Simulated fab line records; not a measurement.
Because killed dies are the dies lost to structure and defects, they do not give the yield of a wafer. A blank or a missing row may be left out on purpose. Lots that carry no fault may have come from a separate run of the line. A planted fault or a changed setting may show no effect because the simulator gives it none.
Matching of chambers | flow sky130 | rieDiel-02 running SKY_LI_CONTACT_ETCH_15: 4 sister chambers
The step etches PSG in C4F8/O2/Ar, stops on Si, target depth 600 nm. 20 wafers are shown with their chamber, then 10 later ones without.

== WAFERS PAIRED WITH THEIR CHAMBERS ==
wafer  | chamber | oesProductAu (a.u.)
L079.1 | 3       | 0.842
L079.4 | 1       | 0.843
L079.6 | 3       | 0.834
L080.1 | 1       | 0.846
L080.3 | 0       | 0.834
L080.5 | 1       | 0.835
L082.1 | 3       | 0.840
L082.4 | 2       | 0.832
L082.5 | 3       | 0.844
L083.4 | 1       | 0.844
L083.5 | 3       | 0.840
L083.6 | 0       | 0.837
L086.1 | 0       | 0.837
L086.3 | 3       | 0.846
L086.4 | 2       | 0.839
L087.1 | 2       | 0.840
L087.2 | 0       | 0.838
L087.5 | 0       | 0.834
L090.1 | 2       | 0.837
L090.3 | 0       | 0.840

SIGNATURES (means of the wafers above)
reading      | chamber 0 | chamber 1 | chamber 2 | chamber 3 | scatter within a chamber
oesProductAu | 0.83667   | 0.84200   | 0.83700   | 0.84100   | 0.00372
Rule: distance of a wafer from a chamber = root of the sum over the readings of ((wafer's reading minus chamber's mean) / reading's scatter) squared. If the next closest chamber is less than 2 further off than the closest, the wafer can't be placed; otherwise it belongs to the closest. The scatter: take each reading less its chamber's mean, square it, sum over the shown wafers, divide by the number of wafers less the number of chambers, and take the root.

== WAFERS WITH NO CHAMBER GIVEN ==
wafer  | oesProductAu (a.u.)
L090.4 | 0.844
L095.1 | 0.830
L095.2 | 0.834
L095.5 | 0.836
L096.1 | 0.831
L096.3 | 0.841
L096.4 | 0.840
L097.1 | 0.830
L097.3 | 0.836
L097.4 | 0.835

== THE CHAMBER EACH PASSED THROUGH ==
wafer  | from the rows above               | in truth
L090.4 | can't be placed: 1 or 3 or 2 or 0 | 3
L095.1 | can't be placed: 0 or 2 or 3 or 1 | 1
L095.2 | can't be placed: 0 or 2 or 3 or 1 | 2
L095.5 | can't be placed: 0 or 2 or 3 or 1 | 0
L096.1 | can't be placed: 0 or 2 or 3 or 1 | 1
L096.3 | can't be placed: 3 or 1 or 2 or 0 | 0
L096.4 | can't be placed: 3 or 1 or 2 or 0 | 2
L097.1 | can't be placed: 0 or 2 or 3 or 1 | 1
L097.3 | can't be placed: 0 or 2 or 3 or 1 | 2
L097.4 | can't be placed: 0 or 2 or 3 or 1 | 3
Correctly placed: 0 of 10. Not placeable from these rows: 10 (in 10, the candidates include the true chamber). Placed wrongly: 0.
